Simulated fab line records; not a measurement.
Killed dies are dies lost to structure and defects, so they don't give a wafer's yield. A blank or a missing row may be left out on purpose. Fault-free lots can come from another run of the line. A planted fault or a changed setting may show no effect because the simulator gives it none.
fab line records	flow sky130
record lots=5	wafers=15	lastDay=50
route steps=708 shown POLY_CUT@312 SD_P@320 RES_XHIGH@332
lots that met no fault: from a run of the same line without faults
startH: hours from the record's first day to the start of the lot's first wafer shown	waitH: how many hours have passed since the lot's step before this one	" identical to the entry in the row above	L1.1+2: one row covering several wafers at once	- no value, or no start given	* or withheld: withheld	< > ~ a bound
route shown NAME@n: NAME is a module with steps in the file, n the number in the route of the first one	usual: average and standard deviation across the fault-free wafers	same: alike in all rows	chamber/n: place in a boat	sites: each site's reading	_std_site: their standard deviation	_edge_site: mean of outer sites minus mean of inner sites	radiusMm: how far each site lies from the wafer's centre	mask NAME#n: copy n	behind: the last tool/chamber to shape the wafer	hold: cause of the lot's hold/its duration in hours/its outcome	device: the n, p or np transistor that did not switch	end of line: tests run on the same wafers once the route is complete	for a step that has no rows: nothing shown but its recipe	killed: the dies lost at the first sort to structure and to defects; this is not the yield of the wafer	map: shows each die of a wafer: x if killed, . if not, _ if none is there
set.NAME: the setting as run; set.NAME@STEP: as run at that earlier step	model.NAME: the simulator's own value behind a step, which no gauge read
lots at selected steps of the route; one table per step, one row per wafer
services: when a tool's chamber went out of use (startH, in hours from the record's first day, below 0 if earlier), for how many hours, and the reason
## steps
# step SKY_POLY_CUT_EXPOSE_05
# recipe maskId=NPCM	na=0.8	sourceShape=annular	sigmaInner=0.55	sigmaOuter=0.85	targetCdNm=270	doseMj=32
# step SKY_POLY_CUT_PEB_06
# recipe pebTempC=withheld	pebTimeS=withheld	resist=KrF-thick
# step SKY_POLY_CUT_DEVELOP_07
# recipe developTimeS=60	resist=KrF-thick	devTempC=21
# step SKY_POLY_CUT_CD_MEAS_08
# recipe targetCdNm=270
# usual cdNm=270.8/1.4
lot.wafer	tool	chamber	startH	waitH	cdNm
L693.1	cdSem-02	-	606.22	-	272.4
L693.4	"	-	"	"	271.3
L693.5	"	-	"	"	273.5
L697.1	cdSem-01	-	649.67	-	270.2
L697.2	"	-	"	"	269.9
L697.6	"	-	"	"	272.0
L702.1	cdSem-01	-	679.71	-	271.9
L702.2	"	-	"	"	272.3
L702.5	"	-	"	"	270.9
L708.1	cdSem-01	-	718.27	-	270.7
L708.4	"	-	"	"	270.2
L708.6	"	-	"	"	269.7
L709.3	cdSem-02	-	728.06	-	271.4
L709.5	"	-	"	"	271.7
L709.6	"	-	"	"	271.7
# step SKY_POLY_CUT_OVL_MEAS_09
# usual POLY_CUT_OVL=-1/5.8
lot.wafer	tool	chamber	startH	waitH	POLY_CUT_OVL[nm]
L693.1	overlay-02	-	606.34	0.1	1
L693.4	"	-	"	"	-9
L693.5	"	-	"	"	1
L697.1	overlay-01	-	649.79	0.1	3
L697.2	"	-	"	"	4
L697.6	"	-	"	"	9
L702.1	overlay-02	-	679.83	0.1	1
L702.2	"	-	"	"	-1
L702.5	"	-	"	"	-4
L708.1	overlay-02	-	718.39	0.1	0
L708.4	"	-	"	"	-2
L708.6	"	-	"	"	-4
L709.3	overlay-01	-	728.15	0.1	2
L709.5	"	-	"	"	-5
L709.6	"	-	"	"	-1
# step SKY_POLY_CUT_ETCH_10
# recipe chemistry=N2/H2	target=BARC	ionEnergyEv=200	sourceW=500	biasW=100	pressureMtorr=30	n2FlowSccm=100	h2FlowSccm=200	stopOn=SiO2	timeS=45.9	targetDepthA=600
# usual drypumpMotorCurrentA=5.7/0.58	oesProductAu=0.855/0.0044	throttleValvePct=13.225/0.0089
lot.wafer	tool	chamber	startH	waitH	drypumpMotorCurrentA	oesProductAu	rfHoursCounterH	throttleValvePct
L693.1	rieDiel-04	0	606.37	0.0	5.5	0.852	37	13.236
L693.4	"	1	"	"	5.1	0.855	9	13.218
L693.5	"	2	"	"	6.5	0.848	-	13.230
L697.1	rieDiel-03	0	649.82	0.0	5.8	0.854	4	13.232
L697.2	"	3	"	"	5.4	0.855	5	13.218
L697.6	"	2	"	"	6.4	0.858	-	13.216
L702.1	rieDiel-03	2	679.87	0.0	6.4	0.852	15	13.226
L702.2	"	0	"	"	5.8	0.857	5	13.215
L702.5	"	3	"	"	5.4	0.858	-	13.204
L708.1	rieDiel-04	0	718.42	0.0	5.5	0.855	40	13.226
L708.4	"	3	"	"	5.8	0.859	10	13.232
L708.6	"	2	"	"	6.5	0.853	-	13.236
L709.3	rieDiel-03	1	728.17	0.0	6.1	0.858	6	13.229
L709.5	"	2	"	"	6.4	0.856	-	13.223
L709.6	"	3	"	"	5.4	0.852	-	13.228
# step SKY_POLY_CUT_ETCH_11
# recipe target=Si3N4	chemistry=CF4/CH2F2/Ar	stopOn=poly-Si	sourceW=600	biasW=150	pressureMtorr=40	cf4FlowSccm=40	ch2f2FlowSccm=20	Ar_flow_sccm=150	timeS=42.5	targetDepthA=600
# usual drypumpMotorCurrentA=5.7/0.58	oesProductAu=0.830/0.006	throttleValvePct=14.994/0.0095
lot.wafer	tool	chamber	startH	waitH	drypumpMotorCurrentA	oesProductAu	rfHoursCounterH	throttleValvePct
L693.1	rieDiel-04	0	606.41	0.0	5.5	0.840	37	14.991
L693.4	"	1	"	"	5.0	0.833	9	15.005
L693.5	"	2	"	"	6.5	0.830	-	15.003
L697.1	rieDiel-03	0	649.86	0.0	5.8	0.823	4	14.996
L697.2	"	3	"	"	5.3	0.830	5	14.999
L697.6	"	2	"	"	6.4	0.833	-	14.983
L702.1	rieDiel-03	2	679.91	0.0	6.4	0.817	15	14.994
L702.2	"	0	"	"	5.9	0.820	5	15.003
L702.5	"	3	"	"	5.3	0.824	-	15.003
L708.1	rieDiel-04	0	718.46	0.0	5.5	0.826	40	15.001
L708.4	"	3	"	"	5.8	0.828	10	14.993
L708.6	"	2	"	"	6.4	0.829	-	14.985
L709.3	rieDiel-03	1	728.21	0.0	6.1	0.834	6	14.990
L709.5	"	2	"	"	6.4	0.836	-	14.988
L709.6	"	3	"	"	5.3	0.826	-	14.990
# step SKY_POLY_CUT_STRIP_12
# recipe chemistry=O2/N2	powerW=1400	pressureMtorr=1500	platenTempC=withheld	o2FlowSccm=3000	n2FlowSccm=300	overashFraction=0.5
# usual drypumpMotorCurrentA=5.7/0.5	oesProductAu=0.453/0.005	stripTimeToEndpointS=5.362/0.018
lot.wafer	tool	chamber	startH	waitH	drypumpMotorCurrentA	oesProductAu	rfHoursCounterH	stripTimeToEndpointS
L693.1	plasmaAsher-02	1	606.45	0.0	5.8	0.437	46	5.342
L693.4	"	0	"	"	4.8	0.457	-	5.350
L693.5	"	1	"	"	5.8	0.452	-	5.361
L697.1	plasmaAsher-02	0	649.90	0.0	4.8	0.454	50	5.397
L697.2	"	1	"	"	5.8	0.463	50	5.399
L697.6	"	0	"	"	4.8	0.451	-	5.373
L702.1	plasmaAsher-01	1	679.95	0.0	5.6	0.457	86	5.325
L702.2	"	0	"	"	6.3	0.447	86	5.356
L702.5	"	0	"	"	6.3	0.456	-	5.366
L708.1	plasmaAsher-02	0	718.50	0.0	4.8	0.463	57	5.348
L708.4	"	1	"	"	5.8	0.452	-	5.348
L708.6	"	1	"	"	5.9	0.452	-	5.357
L709.3	plasmaAsher-02	1	728.29	0.1	5.8	0.454	-	5.354
L709.5	"	0	"	"	4.8	0.450	-	5.367
L709.6	"	1	"	"	5.8	0.444	-	5.378
# step SKY_SD_P_DEHYDRATE_00
# recipe tempC=200	timeS=60
# step SKY_SD_P_HMDS_01
# recipe primeTimeS=60	primeTempC=120
# step SKY_SD_P_COAT_02
# recipe resist=NOVOLAK	spinRpm=3000	resistThkNm=1140
# step SKY_SD_P_SOFTBAKE_03
# recipe tempC=90	timeS=60	resist=NOVOLAK
# step SKY_SD_P_EXPOSE_04
# recipe maskId=PSDM	na=0.6	sourceShape=conventional	sigmaOuter=0.6	polarization=unpolarized	targetCdNm=380	doseMj=138
lot.wafer	tool	chamber	startH	waitH	mask
L693.1+4+5	ilineStepper-01	0	621.89	-	PSDM#0
L697.1+2+6	ilineStepper-02	0	663.31	-	LDNTM#0
L702.1+2+5	ilineStepper-02	0	693.76	-	PSDM#0
L708.1+4+6	ilineStepper-02	0	731.74	-	PSDM#0
L709.3+5+6	ilineStepper-01	0	741.77	-	PSDM#0
# step SKY_SD_P_PEB_05
# recipe tempC=withheld	timeS=*	resist=NOVOLAK
# step SKY_SD_P_DEVELOP_06
# recipe resist=NOVOLAK	developer=TMAH	developTimeS=60	devTempC=23
# step SKY_SD_P_CD_MEAS_07
# recipe targetCdNm=380
# usual cdNm=380.7/2.4
lot.wafer	tool	chamber	startH	waitH	cdNm
L693.1	cdSem-01	-	635.61	0.1	384.5
L693.4	"	-	"	"	380.3
L693.5	"	-	"	"	382.9
L697.1	cdSem-01	-	677.64	0.1	-
L697.2	"	-	"	"	-
L697.6	"	-	"	"	-
L702.1	cdSem-02	-	707.19	0.1	380.1
L702.2	"	-	"	"	378.3
L702.5	"	-	"	"	381.0
L708.1	cdSem-02	-	745.21	0.1	379.3
L708.4	"	-	"	"	381.7
L708.6	"	-	"	"	382.3
L709.3	cdSem-01	-	754.65	0.1	379.9
L709.5	"	-	"	"	377.8
L709.6	"	-	"	"	381.7
# step SKY_SD_P_OVL_MEAS_08
# usual SD_P_OVL=0.4/1.3
lot.wafer	tool	chamber	startH	waitH	SD_P_OVL[nm]
L693.1	overlay-01	-	635.73	0.1	1.3
L693.4	"	-	"	"	-0.4
L693.5	"	-	"	"	1.5
L697.1	overlay-01	-	677.76	0.1	-
L697.2	"	-	"	"	-
L697.6	"	-	"	"	-
L702.1	overlay-02	-	707.31	0.1	1.2
L702.2	"	-	"	"	-0.4
L702.5	"	-	"	"	-0.5
L708.1	overlay-01	-	745.33	0.1	-0.1
L708.4	"	-	"	"	0.5
L708.6	"	-	"	"	0.5
L709.3	overlay-01	-	754.74	0.1	2.1
L709.5	"	-	"	"	0.7
L709.6	"	-	"	"	0.5
# step SKY_SD_P_IMPLANT_09
# recipe species=BF2	energyKev=20	doseCm2=3e+15	tiltDeg=0
# step SKY_SD_P_STRIP_10
# recipe chemistry=O2/N2	powerW=1400	pressureMtorr=1500	platenTempC=withheld	o2FlowSccm=3000	n2FlowSccm=300	overashFraction=0.5
# usual drypumpMotorCurrentA=5.95/0.23	oesProductAu=0.617/0.0042	stripTimeToEndpointS=17.48/0.045
lot.wafer	tool	chamber	startH	waitH	drypumpMotorCurrentA	oesProductAu	rfHoursCounterH	stripTimeToEndpointS
L693.1	plasmaAsher-03	1	635.92	0.1	6.14	0.617	96	17.45
L693.4	"	1	"	"	6.13	0.613	-	17.42
L693.5	"	0	"	"	5.66	0.619	-	17.47
L697.1	plasmaAsher-04	1	677.94	0.1	5.94	0.616	26	17.45
L697.2	"	0	"	"	6.03	0.610	26	17.45
L697.6	"	1	"	"	5.94	0.619	-	17.42
L702.1	plasmaAsher-03	0	707.49	0.1	5.66	0.609	104	17.54
L702.2	"	1	"	"	6.19	0.619	104	17.51
L702.5	"	1	"	"	6.21	0.615	-	17.52
L708.1	plasmaAsher-01	0	745.52	0.1	6.30	0.615	93	17.46
L708.4	"	0	"	"	6.30	0.610	-	17.47
L708.6	"	1	"	"	5.67	0.612	-	17.41
L709.3	plasmaAsher-04	1	754.95	0.1	5.92	0.612	-	17.47
L709.5	"	1	"	"	5.89	0.610	-	17.46
L709.6	"	0	"	"	6.02	0.613	-	17.47
# step SKY_SD_P_TW_MEAS_11
# usual SD_P_TW=2829/14
lot.wafer	tool	chamber	startH	waitH	SD_P_TW
L693.1	filmMetro-04	-	636.02	0.1	2832
L693.4	"	-	"	"	2831
L693.5	"	-	"	"	2827
L697.1	filmMetro-01	-	678.04	0.1	30
L697.2	"	-	"	"	30
L697.6	"	-	"	"	30
L702.1	filmMetro-01	-	707.59	0.1	2819
L702.2	"	-	"	"	2822
L702.5	"	-	"	"	2832
L708.1	filmMetro-01	-	745.62	0.1	2822
L708.4	"	-	"	"	2851
L708.6	"	-	"	"	2814
L709.3	filmMetro-03	-	755.04	0.1	2821
L709.5	"	-	"	"	2819
L709.6	"	-	"	"	2825
# step SKY_RES_XHIGH_DEHYDRATE_00
# recipe tempC=200	timeS=60
## services
tool	chamber	startH	hours	kind
plasmaAsher-03	-	590.43	0.4	repair
plasmaAsher-01	-	594.59	0.4	repair
rieDiel-04	2	596.16	9.6	repair
ilineStepper-02	-	605.57	1.7	pm
rieDiel-03	3	609.76	6.2	repair
rieDiel-04	-	627.88	2.8	pm
ilineStepper-02	0	632.33	-	calibration
rieDiel-03	-	645.07	2.6	repair
plasmaAsher-04	-	692.03	7.9	repair
plasmaAsher-04	-	705.02	1.2	repair
plasmaAsher-03	-	711.27	0.8	repair
rieDiel-04	2	715.72	2.0	repair
rieDiel-03	0	717.88	15.3	repair
ilineStepper-01	-	724.89	7.8	repair
plasmaAsher-03	-	733.75	9.0	pm
plasmaAsher-03	0	733.75	9.0	ventCycle
plasmaAsher-03	1	733.75	9.0	ventCycle
plasmaAsher-03	0	742.75	-	clean
plasmaAsher-03	1	742.75	-	clean
rieDiel-03	1	752.99	5.0	repair
plasmaAsher-01	-	753.59	0.4	repair
## key
firstSign step=SKY_SD_P_EXPOSE_04	reading=mask	direction=changed
effect step=SKY_SD_P_CD_MEAS_07	reading=cdNm	direction=missing
effect step=SKY_SD_P_OVL_MEAS_08	reading=SD_P_OVL	direction=missing
effect step=SKY_SD_P_TW_MEAS_11	reading=SD_P_TW	direction=down	sigmas=99+	usual=2829	struck=30
metAt SKY_SD_P_EXPOSE_04
struckWafers L697.1,L697.2,L697.6
sortLeftOut L697.1,L697.2,L697.6
testerLeftOut L697
fault kind=wrongMask	tool=any	chamber=-	onsetH=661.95	steps=SKY_SD_P_EXPOSE_04	auxCopy=LDNTM#0	scope=struckLotsOnly
# testerLeftOut: of these lots the tester's yield and bins aren't shown, on N5 and GAA mostly nor the transistor test; their killed dies are dies lost to structure and defects alone, not to doping, threshold or leakage, so they don't give the yield
# sortLeftOut: the simulated sort isn't trusted on such a fault, so these wafers' sort isn't shown, and their yield isn't known
